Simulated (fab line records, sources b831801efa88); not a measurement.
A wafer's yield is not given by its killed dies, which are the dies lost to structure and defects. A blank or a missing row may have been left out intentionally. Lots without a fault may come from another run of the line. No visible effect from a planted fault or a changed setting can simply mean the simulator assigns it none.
A lot that was struck, set against a sound lot -- flow sky130 -- 21 steps out of a route of 708
Sound: these wafers, L499.2, L499.3, L499.5. Wafers L502.2, L502.3, L502.6 were the ones struck. At the end, the cause is stated.
For every step that has rows: the tool of each side, followed by ch and its chambers, followed by its first start. Under that, the readings that differ: sound wafers -- struck wafers -- difference of the means -- sigmas: that difference in standard deviations of wafers without a fault.
alike: readings with means less than 2 such deviations apart, plus words and numbers identical on both sides. not compared: withheld readings, readings lacking a value on some wafer, bounds such as >300 that could conceal the same value, and numbers that have no deviation in the record and whose values overlap.
A row with sigmas, a row that says differs or no value, or rows on one side alone: a step with any of these is where the two part. Numbers that don't overlap but have no deviation are shown without sigmas and don't part them. A reading missing from all wafers of one side parts the sides only when that side holds two or more wafers.

first, 1 step without rows for these wafers: SKY_RES_XHIGH_IMPLANT_07.
SKY_RES_XHIGH_STRIP_08: strips in O2/N2.
  sound on plasmaAsher-04 ch 0,1, day 28 15:22; struck on plasmaAsher-02 ch 0,1, day 29 12:16
  alike: drypumpMotorCurrentA, n2FlowSccm, oesProductAu, stripTimeToEndpointS
  not compared: rfHoursCounterH
SKY_RES_XHIGH_TW_MEAS_09:
  struck on filmMetro-03, day 29 12:22; sound on filmMetro-03, day 28 15:28
  alike: RES_XHIGH_TW
then, 7 steps without rows for these wafers: SKY_SD_N_DEHYDRATE_00 (time 60 s); SKY_SD_N_HMDS_01 (prime time 60 s); SKY_SD_N_COAT_02 (resist thk 1140 nm); SKY_SD_N_SOFTBAKE_03 (time 60 s); SKY_SD_N_EXPOSE_04 (exposes mask NSDM, target cd 380 nm); SKY_SD_N_PEB_05; SKY_SD_N_DEVELOP_06 (develop time 60 s).
SKY_SD_N_CD_MEAS_07: target cd 380 nm.
  struck on cdSem-01, day 30 13:53; sound on cdSem-02, day 29 13:53
  alike: cdNm
SKY_SD_N_OVL_MEAS_08:
  struck on overlay-02, day 30 13:59; sound on overlay-01, day 29 13:59
  alike: SD_N_OVL
SKY_SD_N_IMPLANT_09:
  sound on implanter-02 ch 0, day 29 14:03; struck on implanter-03 ch 0, day 30 14:03
reading,sound,struck,difference,sigmas
beamEnergyKeV,50.019 50.017 50.035,52.209 52.226 52.206,+2.190,+99 or more
model.implant.rpNm (nm),30.92 30.92 30.92,34.47 34.47 34.47,+3.55,
model.implant.drpNm (nm),14.11 14.11 14.11,14.58 14.58 14.58,+0.47,
  alike: beamOnS
next, for these wafers, 1 step has no rows: SKY_SD_N_IMPLANT_10.
SKY_SD_N_STRIP_11: strips in O2/N2.
  sound on plasmaAsher-01 ch 0,1, day 29 14:19; struck on plasmaAsher-01 ch 0,1, day 30 14:19
reading,sound,struck,difference,sigmas
stripTimeToEndpointS (s),22.52 22.55 22.49,22.86 22.85 22.83,+0.33,+9
  alike: drypumpMotorCurrentA, n2FlowSccm, oesProductAu
  not compared: rfHoursCounterH
SKY_SD_N_TW_MEAS_12:
  struck on filmMetro-01, day 30 14:26; sound on filmMetro-02, day 29 14:26
reading,sound,struck,difference,sigmas
SD_N_TW,3946 3934 3946,4031 4027 4027,+86,+5
then, 1 step without rows for these wafers: SKY_SD_N_CLEAN_13 (cleans in SC1/SC2, time 150 s).
SKY_SD_N_RTA_14: time 2 s.
  sound on rtpAnneal-02 ch 0, day 29 14:32; struck on rtpAnneal-02 ch 0, day 30 14:33
  alike: annealTempCMax, lampPowerPct, wafer_temp_C_max
SKY_SD_N_RS_MEAS_16: measures by four-point-probe.
  struck on filmMetro-02, day 30 14:44; sound on filmMetro-03, day 29 14:44
reading,sound,struck,difference,sigmas
SD_N_RS (ohm/sq),68.64 68.60 68.60,67.10 67.06 67.07,-1.54,-10
SKY_SD_N_RS_MEAS_17: measures by four-point-probe.
  struck on filmMetro-02, day 30 14:51; sound on filmMetro-03, day 29 14:51
  alike: SD_P_RS
-- record jumps: 17 days separate the struck wafers' starts on either side; left off in module SD_N, taken up again in module PAD_OPEN, whose first shown step is the route's number 708 --
SKY_PAD_OPEN_PROBE_99:
  record: rows for the struck wafers here (prober-02, day 47 13:29), none for the sound ones

## WHERE THEY PART
Last at SKY_PAD_OPEN_PROBE_99 as far as this record goes, first at SKY_SD_N_IMPLANT_09.

WHY: whatever the simulator had introduced
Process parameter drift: implanter-03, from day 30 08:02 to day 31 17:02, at SKY_SD_N_IMPLANT_09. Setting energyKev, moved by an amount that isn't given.
